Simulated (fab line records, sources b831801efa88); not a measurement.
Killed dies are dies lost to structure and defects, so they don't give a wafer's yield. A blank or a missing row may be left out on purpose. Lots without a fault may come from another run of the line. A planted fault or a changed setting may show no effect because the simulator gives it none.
fab line records | flow gf180mcu
record lots=5 wafers=15 last_day=35
route steps=602 shown V5@566 TOP_METAL@567 PASSIVATION@587
lots that met no fault: from a run of the same line without faults
start_h: hours from the record's first day to the start of the lot's first wafer shown | wait_h: hours since the lot's step before | " the same as in the row above | L1.1+2: a row that stands for several wafers | - no value, or no start given | * or withheld: withheld | < > ~ a bound
route shown NAME@n: a module of which the file shows steps, and the number in the route of the first | usual: mean/standard deviation of fault-free wafers | same: alike in all rows | chamber/n: place in a boat | sites: the reading at each site | _std_site: their standard deviation | _edge_site: outer sites' mean less inner sites' | radius_mm: how far each site lies from the wafer's centre | mask NAME#n: copy n | behind: the tool/chamber that last shaped the wafer | hold: why the lot was held/for how many hours/how that ended | device: the transistor (n, p or np) that didn't switch | end of line: the same wafers' tests at the end of the route | a step without rows: its recipe alone | killed: dies lost to structure and defects at the first sort, not the wafer's yield | map: a wafer's dies, x killed, . not, _ none there
set.NAME: the setting as run; set.NAME@STEP: as run at that earlier step | model.NAME: the simulator's own value behind a step, which no gauge read
lots at some steps of the route; a table a step, a row a wafer
services: from which hour (start_h, from the record's first day; less than 0 if before it) a tool's chamber was out of use, for how many hours, and why
## steps
# step GF_V5_CMP_26
# recipe stop_on=SiO2 down_force_psi=3.5 platen_rpm=60 t_overpolish_s=15 target_thk_nm=0 pad_velocity_m_s=0.94248
# usual head_pressure_psi=3.501/0.0074 motor_current_A=10.7/1.2 overpolish_run_s=15.000/0.0094 time_to_endpoint_s=85/3.9
# same t_overpolish_s=15
# columns lot.wafer tool chamber start_h wait_h head_pressure_psi motor_current_A overpolish_run_s time_to_endpoint_s
L074.4 cmp-02 1 681.46 0.0 3.502 13.2 14.990 79
L074.1 " 3 " " 3.511 10.2 14.999 83
L074.3 " 0 " " 3.498 10.8 14.991 83
L080.1 cmp-02 0 724.06 0.2 3.488 10.3 15.016 84
L080.6 " 1 " " 3.505 12.8 15.004 79
L080.5 " 2 " " 3.506 11.5 14.997 83
L083.3 cmp-02 3 745.40 0.2 3.498 10.0 14.990 88
L083.4 " 2 " " 3.494 11.7 15.012 82
L083.5 " 3 " " 3.507 10.0 14.972 86
L085.2 cmp-02 2 759.90 0.1 3.503 11.2 15.021 81
L085.4 " 3 " " 3.494 10.1 15.000 90
L085.5 " 1 " " 3.488 12.6 14.990 84
L093.3 cmp-02 2 801.90 0.0 3.474 11.4 15.009 80
L093.4 " 0 " " 3.511 10.2 14.986 80
L093.2 " 1 " " 3.501 13.1 14.997 78
# step GF_TOP_METAL_SPUTTER_00
# recipe material=Ti target_thk_nm=37.5 arriving_ion_energy_ev=80 substrate_temp_c=200 chamber_pressure_pa=2 power_w=4000 time_s=150
# usual chamber_pressure_pa=2.000/0.004 throttle_valve_pct=30.2/1.3
# columns lot.wafer tool chamber start_h wait_h chamber_pressure_pa throttle_valve_pct
L074.1 pvd_sputter-02 - 681.76 0.1 2.001 29.8
L074.3 " - " " 1.999 32.0
L074.4 " - " " 1.996 27.4
L080.1 pvd_sputter-02 - 724.21 0.1 2.004 31.3
L080.5 " - " " 1.999 27.6
L080.6 " - " " 1.996 29.5
L083.3 pvd_sputter-03 - 745.70 0.2 2.008 30.7
L083.4 " - " " 1.998 28.7
L083.5 " - " " 2.003 30.8
L085.2 pvd_sputter-02 - 760.15 0.2 2.000 32.0
L085.4 " - " " 1.996 27.4
L085.5 " - " " 2.001 31.3
L093.2 pvd_sputter-04 - 802.20 0.1 2.001 30.1
L093.3 " - " " 1.998 31.0
L093.4 " - " " 1.995 29.5
# step GF_TOP_METAL_SPUTTER_01
# recipe material=TiN target_thk_nm=30 power_w=6500 time_s=25 chamber_pressure_pa=0.4
# usual chamber_pressure_pa=0.4000/0.00068 throttle_valve_pct=30.2/1.3
# columns lot.wafer tool chamber start_h wait_h chamber_pressure_pa throttle_valve_pct
L074.1 pvd_sputter-02 - 681.86 0.1 0.3995 29.3
L074.3 " - " " 0.4003 32.0
L074.4 " - " " 0.3993 27.9
L080.1 pvd_sputter-02 - 724.31 0.1 0.4001 31.5
L080.5 " - " " 0.3998 27.9
L080.6 " - " " 0.4005 29.5
L083.3 pvd_sputter-03 - 745.80 0.1 0.3999 30.8
L083.4 " - " " 0.4004 28.8
L083.5 " - " " 0.3999 30.7
L085.2 pvd_sputter-02 - 760.25 0.1 0.4015 32.0
L085.4 " - " " 0.4010 27.7
L085.5 " - " " 0.4008 31.0
L093.2 pvd_sputter-04 - 802.30 0.1 0.4002 30.1
L093.3 " - " " 0.3996 31.0
L093.4 " - " " 0.4002 29.6
# step GF_TOP_METAL_SPUTTER_02
# recipe material=AlCu target_thk_nm=900 power_w=10600 chamber_pressure_pa=0.3 substrate_temp_c=250 gas=Ar time_s=47.82
# usual chamber_pressure_pa=0.3000/0.00052 throttle_valve_pct=30.2/1.3
# columns lot.wafer tool chamber start_h wait_h chamber_pressure_pa throttle_valve_pct
L074.1 pvd_sputter-02 - 681.89 0.0 0.3003 29.3
L074.3 " - " " 0.3007 31.9
L074.4 " - " " 0.3008 27.4
L080.1 pvd_sputter-02 - 724.34 0.0 0.3000 31.0
L080.5 " - " " 0.2999 27.6
L080.6 " - " " 0.2995 29.4
L083.3 pvd_sputter-03 - 745.83 0.0 0.2997 30.5
L083.4 " - " " 0.2997 28.5
L083.5 " - " " 0.2991 30.7
L085.2 pvd_sputter-02 - 760.28 0.0 0.3005 31.9
L085.4 " - " " 0.3003 27.6
L085.5 " - " " 0.2998 31.2
L093.2 pvd_sputter-04 - 802.33 0.0 0.3005 30.2
L093.3 " - " " 0.2998 31.2
L093.4 " - " " 0.2995 29.9
# step GF_TOP_METAL_SPUTTER_03
# recipe material=Ti target_thk_nm=5 substrate_temp_c=300 chamber_pressure_pa=0.3 power_w=3000 time_s=3.3
# usual chamber_pressure_pa=0.3000/0.00059 throttle_valve_pct=30.2/1.3
# columns lot.wafer tool chamber start_h wait_h chamber_pressure_pa throttle_valve_pct
L074.1 pvd_sputter-02 - 681.93 0.0 0.3001 29.7
L074.3 " - " " 0.3007 31.7
L074.4 " - " " 0.3008 27.7
L080.1 pvd_sputter-02 - 724.38 0.0 0.3001 31.2
L080.5 " - " " 0.2998 27.6
L080.6 " - " " 0.2993 29.2
L083.3 pvd_sputter-03 - 745.88 0.0 0.2995 30.4
L083.4 " - " " 0.3000 28.9
L083.5 " - " " 0.2996 30.5
L085.2 pvd_sputter-02 - 760.32 0.0 0.3008 32.0
L085.4 " - " " 0.2995 27.5
L085.5 " - " " 0.3002 31.4
L093.2 pvd_sputter-04 - 802.37 0.0 0.3005 30.0
L093.3 " - " " 0.3001 31.0
L093.4 " - " " 0.2991 29.7
# step GF_TOP_METAL_SPUTTER_04
# recipe material=TiN target_thk_nm=25 power_w=6500 time_s=20.8 chamber_pressure_pa=0.4
# usual chamber_pressure_pa=0.3999/0.00081 throttle_valve_pct=30.2/1.3
# columns lot.wafer tool chamber start_h wait_h chamber_pressure_pa throttle_valve_pct
L074.1 pvd_sputter-02 - 681.95 0.0 0.4011 29.7
L074.3 " - " " 0.4007 31.8
L074.4 " - " " 0.4014 27.7
L080.1 pvd_sputter-02 - 724.40 0.0 0.4008 31.1
L080.5 " - " " 0.3998 27.8
L080.6 " - " " 0.3991 29.6
L083.3 pvd_sputter-03 - 745.89 0.0 0.4006 30.6
L083.4 " - " " 0.3992 28.8
L083.5 " - " " 0.3995 30.7
L085.2 pvd_sputter-02 - 760.34 0.0 0.4004 31.8
L085.4 " - " " 0.3993 27.4
L085.5 " - " " 0.3999 31.4
L093.2 pvd_sputter-04 - 802.39 0.0 0.3990 30.2
L093.3 " - " " 0.3990 30.8
L093.4 " - " " 0.4007 29.8
# step GF_TOP_METAL_RS_MEAS_05
# recipe thk_meas_gauge=four-point-probe reads=TiN_of_TOP_METAL_SPUTTER_04+Ti_of_TOP_METAL_SPUTTER_03+AlCu_of_TOP_METAL_SPUTTER_02+TiN_of_TOP_METAL_SPUTTER_01+Ti_of_TOP_METAL_SPUTTER_00
# usual TOP_METAL_ALCU_RS=0.0327/0.00031
# columns lot.wafer tool chamber start_h wait_h TOP_METAL_ALCU_RS[ohm/sq]
L074.1 film_metro-01 - 681.98 0.0 0.0321
L074.3 " - " " 0.0323
L074.4 " - " " 0.0328
L080.1 film_metro-02 - 724.43 0.0 0.0325
L080.5 " - " " 0.0330
L080.6 " - " " 0.0325
L083.3 film_metro-04 - 745.96 0.1 0.0325
L083.4 " - " " 0.0324
L083.5 " - " " 0.0324
L085.2 film_metro-02 - 760.39 0.0 0.0323
L085.4 " - " " 0.0327
L085.5 " - " " 0.0323
L093.2 film_metro-01 - 802.44 0.0 0.0324
L093.3 " - " " 0.0324
L093.4 " - " " 0.0321
# step GF_TOP_METAL_THK_MEAS_06
# recipe thk_meas_gauge=xrf reads=AlCu_of_TOP_METAL_SPUTTER_02
# usual TOP_METAL_ALCU_THK=899/9.2
# columns lot.wafer tool chamber start_h wait_h TOP_METAL_ALCU_THK[nm]
L074.1 film_metro-01 - 682.10 0.1 912
L074.3 " - " " 907
L074.4 " - " " 899
L080.1 film_metro-02 - 724.55 0.1 902
L080.5 " - " " 894
L080.6 " - " " 902
L083.3 film_metro-04 - 746.06 0.1 903
L083.4 " - " " 908
L083.5 " - " " 903
L085.2 film_metro-02 - 760.50 0.1 913
L085.4 " - " " 901
L085.5 " - " " 910
L093.2 film_metro-01 - 802.55 0.1 916
L093.3 " - " " 918
L093.4 " - " " 919
# step GF_TOP_METAL_DEHYDRATE_07
# recipe temp_c=200 time_s=60
# columns lot.wafer tool chamber start_h wait_h
L074.1+3+4 litho_track-03 0 691.76 9.7
L080.1+5+6 litho_track-04 0 733.26 8.7
L083.3+4+5 litho_track-03 0 754.81 8.7
L085.2+4+5 litho_track-04 0 768.63 8.1
L093.2+3+4 litho_track-02 0 810.14 7.6
# step GF_TOP_METAL_HMDS_08
# recipe prime_time_s=60 prime_temp_c=120
# same prime_time_s=60
# columns lot.wafer tool chamber start_h wait_h
L074.1+3+4 litho_track-03 0 691.91 0.1
L080.1+5+6 litho_track-04 0 733.41 0.1
L083.3+4+5 litho_track-03 0 754.96 0.1
L085.2+4+5 litho_track-04 0 768.78 0.1
L093.2+3+4 litho_track-02 0 810.29 0.1
# step GF_TOP_METAL_COAT_09
# recipe resist=NOVOLAK spin_rpm=3000 resist_thk_nm=1500
# columns lot.wafer tool chamber start_h wait_h
L074.1+3+4 litho_track-03 0 692.06 0.1
L080.1+5+6 litho_track-04 0 733.56 0.1
L083.3+4+5 litho_track-03 0 755.11 0.1
L085.2+4+5 litho_track-04 0 768.93 0.1
L093.2+3+4 litho_track-02 0 810.44 0.1
# step GF_TOP_METAL_SOFTBAKE_10
# recipe temp_c=90 time_s=60 resist=NOVOLAK
# columns lot.wafer tool chamber start_h wait_h
L074.1+3+4 litho_track-03 0 692.21 0.1
L080.1+5+6 litho_track-04 0 733.71 0.1
L083.3+4+5 litho_track-03 0 755.26 0.1
L085.2+4+5 litho_track-04 0 769.08 0.1
L093.2+3+4 litho_track-02 0 810.59 0.1
# step GF_TOP_METAL_EXPOSE_11
# recipe mask_id=MetalTop target_cd_nm=440 na=0.6 source_shape=conventional sigma_outer=0.6 dose_mj=170
# columns lot.wafer tool chamber start_h wait_h mask
L074.1+3+4 iline_stepper-02 0 - - MetalTop#0
L080.1+5+6 iline_stepper-01 0 - - MetalTop#0
L083.3+4+5 iline_stepper-01 0 - - MetalTop#0
L085.2+4+5 iline_stepper-02 0 - - MetalTop#0
L093.2+3+4 iline_stepper-02 0 - - MetalTop#0
# step GF_TOP_METAL_PEB_12
# recipe temp_c=withheld time_s=* resist=NOVOLAK
# columns lot.wafer tool chamber start_h wait_h
L074.1+3+4 litho_track-04 0 - -
L080.1+5+6 litho_track-04 0 - -
L083.3+4+5 litho_track-04 0 - -
L085.2+4+5 litho_track-04 0 - -
L093.2+3+4 litho_track-03 0 - -
# step GF_TOP_METAL_DEVELOP_13
# recipe develop_time_s=60 dev_temp_c=23
# columns lot.wafer tool chamber start_h wait_h
L074.1+3+4 litho_track-04 0 701.86 0.1
L080.1+5+6 litho_track-04 0 743.06 0.1
L083.3+4+5 litho_track-04 0 764.41 0.1
L085.2+4+5 litho_track-04 0 777.63 0.1
L093.2+3+4 litho_track-03 0 818.44 0.1
# step GF_TOP_METAL_CD_MEAS_14
# recipe target_cd_nm=440
# usual cd_nm=440.3/2.5
# columns lot.wafer tool chamber start_h wait_h cd_nm
L074.1 cd_sem-02 - 702.01 0.1 441.1
L074.3 " - " " 440.0
L074.4 " - " " 438.5
L080.1 cd_sem-02 - 743.21 0.1 437.6
L080.5 " - " " 437.9
L080.6 " - " " 436.9
L083.3 cd_sem-01 - 764.55 0.1 441.6
L083.4 " - " " 441.0
L083.5 " - " " 440.5
L085.2 cd_sem-02 - 777.78 0.1 436.3
L085.4 " - " " 439.4
L085.5 " - " " 435.2
L093.2 cd_sem-02 - 818.58 0.1 437.6
L093.3 " - " " 439.0
L093.4 " - " " 438.6
# step GF_TOP_METAL_OVL_MEAS_15
# usual TOP_METAL_OVL=-0.6/1.5
# columns lot.wafer tool chamber start_h wait_h TOP_METAL_OVL[nm]
L074.1 overlay-02 - 702.13 0.1 1.9
L074.3 " - " " 1.6
L074.4 " - " " 3.0
L080.1 overlay-02 - 743.33 0.1 -2.1
L080.5 " - " " -1.8
L080.6 " - " " -2.1
L083.3 overlay-01 - 764.64 0.1 -0.1
L083.4 " - " " -0.4
L083.5 " - " " 0.0
L085.2 overlay-02 - 777.88 0.1 -2.1
L085.4 " - " " -3.6
L085.5 " - " " -2.4
L093.2 overlay-01 - 818.69 0.1 -1.0
L093.3 " - " " 0.1
L093.4 " - " " -3.2
# step GF_TOP_METAL_METAL_ETCH_16
# recipe chemistry=Cl2/BCl3 mask_material=NOVOLAK target_depth_nm=1197 stop_on=SiO2 pressure_mtorr=8 icp_w=800 bias_w=140 Cl2_flow_sccm=80 bcl3_flow_sccm=40 time_s=199.5
# usual drypump_motor_current_A=5.7/0.52 oes_product_au=0.990/0.006 rf_fwd_power_W=796.9/2.4 throttle_valve_pct=28.231/0.0098
# columns lot.wafer tool chamber start_h wait_h drypump_motor_current_A oes_product_au rf_fwd_power_W rf_hours_counter_h throttle_valve_pct
L074.1 rie_metal-03 1 702.16 0.0 5.2 0.986 794.9 11 28.238
L074.3 " 1 " " 5.3 0.976 793.5 - 28.254
L074.4 " 0 " " 5.5 0.988 800.1 - 28.237
L080.1 rie_metal-04 0 743.36 0.0 6.2 0.993 798.8 17 28.220
L080.5 " 0 " " 6.2 0.999 798.3 - 28.220
L080.6 " 1 " " 5.0 0.983 797.8 - 28.232
L083.3 rie_metal-01 0 764.79 0.1 5.5 0.989 794.2 - 28.236
L083.4 " 0 " " 5.5 0.980 791.4 - 28.234
L083.5 " 0 " " 5.5 0.982 793.4 - 28.233
L085.2 rie_metal-04 1 777.98 0.1 5.0 0.992 794.9 - 28.218
L085.4 " 1 " " 5.0 0.994 794.9 - 28.247
L085.5 " 1 " " 5.0 0.988 794.4 - 28.237
L093.2 rie_metal-03 0 818.72 0.0 5.5 0.997 794.2 12 28.230
L093.3 " 0 " " 5.6 0.986 798.5 - 28.233
L093.4 " 1 " " 5.3 0.986 799.0 - 28.245
# step GF_TOP_METAL_STRIP_17
# recipe chemistry=O2/N2 power_w=1400 pressure_mtorr=1500 platen_temp_c=250 o2_flow_sccm=3000 n2_flow_sccm=300 overash_fraction=0.5
# usual drypump_motor_current_A=5.95/0.27 heater_power_w=340/39 oes_product_au=0.711/0.0044 strip_time_to_endpoint_s=12.94/0.088
# columns lot.wafer tool chamber start_h wait_h drypump_motor_current_A heater_power_w oes_product_au rf_hours_counter_h strip_time_to_endpoint_s
L074.1 plasma_asher-04 0 702.35 0.1 5.64 379 0.705 112 13.04
L074.3 " 0 " " 5.64 375 0.708 - 13.05
L074.4 " 1 " " 5.75 316 0.705 - 12.90
L080.1 plasma_asher-03 1 743.55 0.1 6.56 299 0.715 31 12.72
L080.5 " 0 " " 5.82 293 0.706 - 12.76
L080.6 " 1 " " 6.56 303 0.702 - 12.90
L083.3 plasma_asher-02 1 765.08 0.2 6.21 396 0.711 - 12.96
L083.4 " 0 " " 5.90 307 0.717 - 13.02
L083.5 " 0 " " 5.88 299 0.715 - 13.01
L085.2 plasma_asher-04 1 778.29 0.3 5.75 326 0.711 5 12.80
L085.4 " 0 " " 5.63 365 0.705 - 12.85
L085.5 " 0 " " 5.65 360 0.711 - 12.85
L093.2 plasma_asher-04 0 818.91 0.1 5.65 372 0.701 9 12.93
L093.3 " 0 " " 5.64 356 0.717 - 12.98
L093.4 " 1 " " 5.76 333 0.707 - 13.05
# step GF_TOP_METAL_STRIP_18
# recipe chemistry=post_etch_residue_remover time_s=1200 temp_c=72.5
# usual bath_guard_temp_C=72.3/0.4
# columns lot.wafer tool chamber start_h wait_h bath_guard_temp_C
L074.1 wet_bench-04 2 702.45 0.1 72.5
L074.3 " 2 " " 72.4
L074.4 " 2 " " 72.6
L080.1 wet_bench-01 3 743.65 0.1 72.1
L080.5 " 3 " " 72.1
L080.6 " 3 " " 72.0
L083.3 wet_bench-04 1 765.15 0.0 72.3
L083.4 " 1 " " 72.3
L083.5 " 1 " " 72.4
L085.2 wet_bench-01 0 778.39 0.1 72.5
L085.4 " 0 " " 72.1
L085.5 " 0 " " 71.9
L093.2 wet_bench-01 2 819.01 0.1 72.5
L093.3 " 2 " " 72.3
L093.4 " 2 " " 72.1
# step GF_TOP_METAL_CLEAN_19
# recipe chemistry=DIW dry=n2_spin
# columns lot.wafer tool chamber start_h wait_h
L074.1+3+4 wet_bench-03 0 702.80 0.0
L080.1+5+6 wet_bench-03 0 744.00 0.0
L083.3+4+5 wet_bench-01 3 765.49 0.0
L085.2+4+5 wet_bench-04 0 778.74 0.0
L093.2+3+4 wet_bench-04 2 819.35 0.0
# step GF_PASSIVATION_CVD_00
# recipe material=SiO2 target_thk_nm=1000 precursor=TEOS temp_c=400 time_s=111.95 rf_w=613.1
# usual heater_power_w=640/68 rf_fwd_power_W=609.6/2
# columns lot.wafer tool chamber start_h wait_h heater_power_w rf_fwd_power_W
L074.1 pecvd-02 1 702.89 0.0 617 611.7
L074.3 " 0 " " 649 609.3
L074.4 " 1 " " 671 611.7
L080.1 pecvd-02 1 744.09 0.0 637 609.8
L080.5 " 2 " " 557 613.6
L080.6 " 1 " " 519 610.5
L083.3 pecvd-04 0 765.58 0.0 586 609.5
L083.4 " 1 " " 720 609.4
L083.5 " 0 " " 628 610.1
L085.2 pecvd-04 1 778.83 0.0 632 609.2
L085.4 " 2 " " 628 607.5
L085.5 " 0 " " 538 610.6
L093.2 pecvd-03 0 819.44 0.0 719 609.7
L093.3 " 1 " " 628 610.6
L093.4 " 2 " " 480 611.8
# step GF_PASSIVATION_THK_MEAS_01
# recipe reads=SiO2_of_PASSIVATION_CVD_00
# usual PASSIVATION_CVD_00_THK=1009/14
# columns lot.wafer tool chamber start_h wait_h PASSIVATION_CVD_00_THK[nm]
L074.1 film_metro-04 - 702.97 0.0 986
L074.3 " - " " 1009
L074.4 " - " " 1013
L080.1 film_metro-02 - 744.17 0.0 997
L080.5 " - " " 1001
L080.6 " - " " 1005
L083.3 film_metro-03 - 765.68 0.1 1012
L083.4 " - " " 1017
L083.5 " - " " 1033
L085.2 film_metro-03 - 778.92 0.0 991
L085.4 " - " " 1003
L085.5 " - " " 1030
L093.2 film_metro-02 - 819.53 0.0 987
L093.3 " - " " 991
L093.4 " - " " 1013
# step GF_PASSIVATION_CVD_02
# recipe material=Si3N4 target_thk_nm=700 time_s=486.18 temp_c=400 rf_w=450
# usual heater_power_w=707/68 rf_fwd_power_W=449.5/1.5
# columns lot.wafer tool chamber start_h wait_h heater_power_w rf_fwd_power_W
L074.1 pecvd-03 0 703.03 0.1 739 451.2
L074.3 " 2 " " 647 453.1
L074.4 " 2 " " 672 449.0
L080.1 pecvd-04 0 744.23 0.1 715 450.5
L080.5 " 2 " " 694 447.4
L080.6 " 0 " " 726 448.4
L083.3 pecvd-02 1 765.72 0.0 582 451.2
L083.4 " 0 " " 715 447.5
L083.5 " 1 " " 639 450.4
L085.2 pecvd-02 2 778.97 0.0 737 449.9
L085.4 " 1 " " 579 449.4
L085.5 " 0 " " 684 446.4
L093.2 pecvd-02 2 819.58 0.0 681 450.4
L093.3 " 0 " " 744 448.3
L093.4 " 0 " " 786 451.0
# step GF_PASSIVATION_THK_MEAS_03
# recipe reads=Si3N4_of_PASSIVATION_CVD_02
# usual PASSIVATION_CVD_02_THK=699/8.4
# columns lot.wafer tool chamber start_h wait_h PASSIVATION_CVD_02_THK[nm]
L074.1 film_metro-02 - 703.31 0.1 685
L074.3 " - " " 695
L074.4 " - " " 712
L080.1 film_metro-04 - 744.51 0.1 683
L080.5 " - " " 707
L080.6 " - " " 690
L083.3 film_metro-02 - 766.02 0.2 688
L083.4 " - " " 707
L083.5 " - " " 699
L085.2 film_metro-04 - 779.26 0.2 691
L085.4 " - " " 700
L085.5 " - " " 711
L093.2 film_metro-02 - 819.88 0.2 694
L093.3 " - " " 698
L093.4 " - " " 708
# step GF_PASSIVATION_DEHYDRATE_04
# recipe temp_c=200 time_s=60
# columns lot.wafer tool chamber start_h wait_h
L074.1+3+4 litho_track-04 0 712.56 9.2
L080.1+5+6 litho_track-04 0 753.01 8.5
L083.3+4+5 litho_track-01 0 774.18 8.2
L085.2+4+5 litho_track-04 0 787.23 8.0
L093.2+3+4 litho_track-02 0 826.99 7.1
# step GF_PASSIVATION_HMDS_05
# recipe prime_time_s=60 prime_temp_c=120
# same prime_time_s=60
# columns lot.wafer tool chamber start_h wait_h
L074.1+3+4 litho_track-04 0 712.71 0.1
L080.1+5+6 litho_track-04 0 753.16 0.1
L083.3+4+5 litho_track-01 0 774.33 0.1
L085.2+4+5 litho_track-04 0 787.38 0.1
L093.2+3+4 litho_track-02 0 827.14 0.1
# step GF_PASSIVATION_COAT_06
# recipe spin_rpm=2000 resist_thk_nm=4000
# columns lot.wafer tool chamber start_h wait_h
L074.1+3+4 litho_track-04 0 712.86 0.1
L080.1+5+6 litho_track-04 0 753.31 0.1
L083.3+4+5 litho_track-01 0 774.48 0.1
L085.2+4+5 litho_track-04 0 787.53 0.1
L093.2+3+4 litho_track-02 0 827.29 0.1
# step GF_PASSIVATION_SOFTBAKE_07
# recipe temp_c=110 time_s=withheld
# columns lot.wafer tool chamber start_h wait_h
L074.1+3+4 litho_track-04 0 713.01 0.1
L080.1+5+6 litho_track-04 0 753.46 0.1
L083.3+4+5 litho_track-01 0 774.65 0.1
L085.2+4+5 litho_track-04 0 787.69 0.1
L093.2+3+4 litho_track-02 0 827.45 0.1
# step GF_PASSIVATION_EXPOSE_08
# recipe mask_id=Pad target_cd_nm=40000 na=0.57 dose_mj=310
# columns lot.wafer tool chamber start_h wait_h mask
L074.1+3+4 iline_stepper-02 0 - - Pad#0
L080.1+5+6 iline_stepper-02 0 - - Pad#0
L083.3+4+5 iline_stepper-01 0 - - Pad#0
L085.2+4+5 iline_stepper-01 0 - - Pad#0
L093.2+3+4 iline_stepper-01 0 - - Pad#0
# step GF_PASSIVATION_PEB_09
# recipe temp_c=115 time_s=withheld
# columns lot.wafer tool chamber start_h wait_h
L074.1+3+4 litho_track-01 0 - -
L080.1+5+6 litho_track-02 0 - -
L083.3+4+5 litho_track-02 0 - -
L085.2+4+5 litho_track-04 0 - -
L093.2+3+4 litho_track-04 0 - -
# step GF_PASSIVATION_DEVELOP_10
# recipe develop_time_s=60 dev_temp_c=23
# columns lot.wafer tool chamber start_h wait_h
L074.1+3+4 litho_track-01 0 - -
L080.1+5+6 litho_track-02 0 - -
L083.3+4+5 litho_track-02 0 - -
L085.2+4+5 litho_track-04 0 - -
L093.2+3+4 litho_track-04 0 - -
# step GF_PASSIVATION_ETCH_11
# recipe chemistry=CF4/O2 target_depth_nm=2040 stop_on=TiN source_w=800 bias_w=150 pressure_mtorr=150 cf4_flow_sccm=80 O2_flow_sccm=10 time_s=453.3
# usual drypump_motor_current_A=5.7/0.42 oes_product_au=0.990/0.0057 rf_fwd_power_W=798.8/2.3 throttle_valve_pct=5.968/0.0092
# columns lot.wafer tool chamber start_h wait_h drypump_motor_current_A oes_product_au rf_fwd_power_W rf_hours_counter_h throttle_valve_pct
L074.1 rie_diel-01 0 722.84 - 6.2 1.000 801.0 3 5.975
L074.3 " 2 " " 6.2 0.983 798.9 28 5.955
L074.4 " 1 " " 6.2 0.990 797.3 13 5.974
L080.1 rie_diel-02 1 762.16 - 6.2 0.993 797.6 2 5.968
L080.5 " 1 " " 6.1 0.998 797.4 - 5.963
L080.6 " 0 " " 6.2 0.995 799.8 - 5.975
L083.3 rie_diel-04 0 783.26 - 5.0 0.989 798.3 2 5.977
L083.4 " 2 " " 5.5 0.991 798.4 29 5.970
L083.5 " 1 " " 5.4 0.993 799.5 - 5.976
L085.2 rie_diel-04 3 796.41 - 5.8 0.985 797.3 12 5.957
L085.4 " 1 " " 5.4 0.995 800.3 11 5.987
L085.5 " 3 " " 5.8 0.985 797.2 - 5.973
L093.2 rie_diel-02 1 834.96 - 6.2 0.985 796.8 6 5.956
L093.3 " 3 " " 5.4 0.995 798.3 12 5.963
L093.4 " 0 " " 6.2 0.994 803.8 11 5.963
# step GF_PASSIVATION_STRIP_12
# recipe chemistry=O2/N2 power_w=1400 pressure_mtorr=1500 platen_temp_c=250 o2_flow_sccm=3000 n2_flow_sccm=300 overash_fraction=0.5
# usual drypump_motor_current_A=5.7/0.49 heater_power_w=314/28 oes_product_au=0.718/0.005 strip_time_to_endpoint_s=32.93/0.23
# columns lot.wafer tool chamber start_h wait_h drypump_motor_current_A heater_power_w oes_product_au rf_hours_counter_h strip_time_to_endpoint_s
L074.1 plasma_asher-01 0 723.10 0.1 4.9 326 0.708 64 32.76
L074.3 " 0 " " 5.0 321 0.711 - 33.06
L074.4 " 1 " " 5.7 280 0.716 - 33.06
L080.1 plasma_asher-04 1 762.43 0.1 5.8 331 0.718 3 32.60
L080.5 " 0 " " 5.6 373 0.712 - 32.62
L080.6 " 1 " " 5.8 328 0.724 - 32.74
L083.3 plasma_asher-03 1 783.57 0.2 6.6 304 0.719 - 32.84
L083.4 " 0 " " 5.8 304 0.728 - 33.00
L083.5 " 0 " " 5.8 296 0.716 - 32.73
L085.2 plasma_asher-03 1 796.67 0.1 6.6 289 0.719 35 32.98
L085.4 " 1 " " 6.6 299 0.715 - 32.81
L085.5 " 0 " " 5.8 306 0.722 - 33.03
L093.2 plasma_asher-04 1 835.22 0.1 5.8 322 0.720 11 32.95
L093.3 " 0 " " 5.6 369 0.723 - 33.01
L093.4 " 1 " " 5.7 321 0.722 - 32.88
# step GF_PASSIVATION_ANNEAL_13
# recipe temp_c=400 time_s=1800 ambient=N2/H2 idle_temp_c=300 ramp_up_c_per_min=10 ramp_down_c_per_min=3
# columns lot.wafer tool chamber start_h wait_h
L074.1+3+4 furnace-01 0 723.20 0.1
L080.1+5+6 furnace-02 0 762.53 0.1
L083.3+4+5 furnace-02 0 783.63 0.0
L085.2+4+5 furnace-02 0 796.77 0.1
L093.2+3+4 furnace-02 0 835.32 0.1
# step GF_PASSIVATION_BOW_MEAS_14
# recipe mode=bow
# usual PASSIVATION_BOW=143/10
# columns lot.wafer tool chamber start_h wait_h PASSIVATION_BOW[um]
L074.1 film_metro-02 - 724.70 0.0 139
L074.3 " - " " 151
L074.4 " - " " 145
L080.1 film_metro-02 - 764.03 0.0 125
L080.5 " - " " 136
L080.6 " - " " 135
L083.3 film_metro-03 - 785.17 0.0 148
L083.4 " - " " 138
L083.5 " - " " 142
L085.2 film_metro-03 - 798.29 0.0 145
L085.4 " - " " 147
L085.5 " - " " 160
L093.2 film_metro-03 - 836.84 0.0 148
L093.3 " - " " 161
L093.4 " - " " 150
## services
# columns tool chamber start_h hours kind
pvd_sputter-03 - 669.65 1.0 repair
cmp-02 - 672.35 0.8 repair
iline_stepper-01 - 673.52 0.9 repair
furnace-02 - 683.67 3.6 pm
pecvd-03 1 685.43 8.3 repair
plasma_asher-04 - 687.93 1.0 repair
rie_diel-02 - 704.15 2.8 pm
pecvd-03 - 704.35 0.7 repair
pvd_sputter-04 - 706.78 1.2 repair
pecvd-04 1 722.94 5.3 repair
rie_metal-04 - 726.25 0.1 repair
pvd_sputter-04 - 730.60 4.4 repair
rie_metal-04 1 731.98 1.9 repair
plasma_asher-04 - 733.75 9.0 pm
cmp-02 - 741.42 1.5 repair
iline_stepper-01 - 742.74 1.7 pm
plasma_asher-03 - 749.49 13.2 repair
rie_diel-04 1 784.48 5.5 repair
rie_metal-03 - 797.39 0.9 repair
pecvd-03 - 799.38 14.0 pm
rie_diel-04 - 811.74 2.8 pm
rie_diel-04 1 824.48 2.5 repair
pvd_sputter-04 - 827.22 0.5 repair
pvd_sputter-02 - 827.34 9.4 repair
## key
fault none
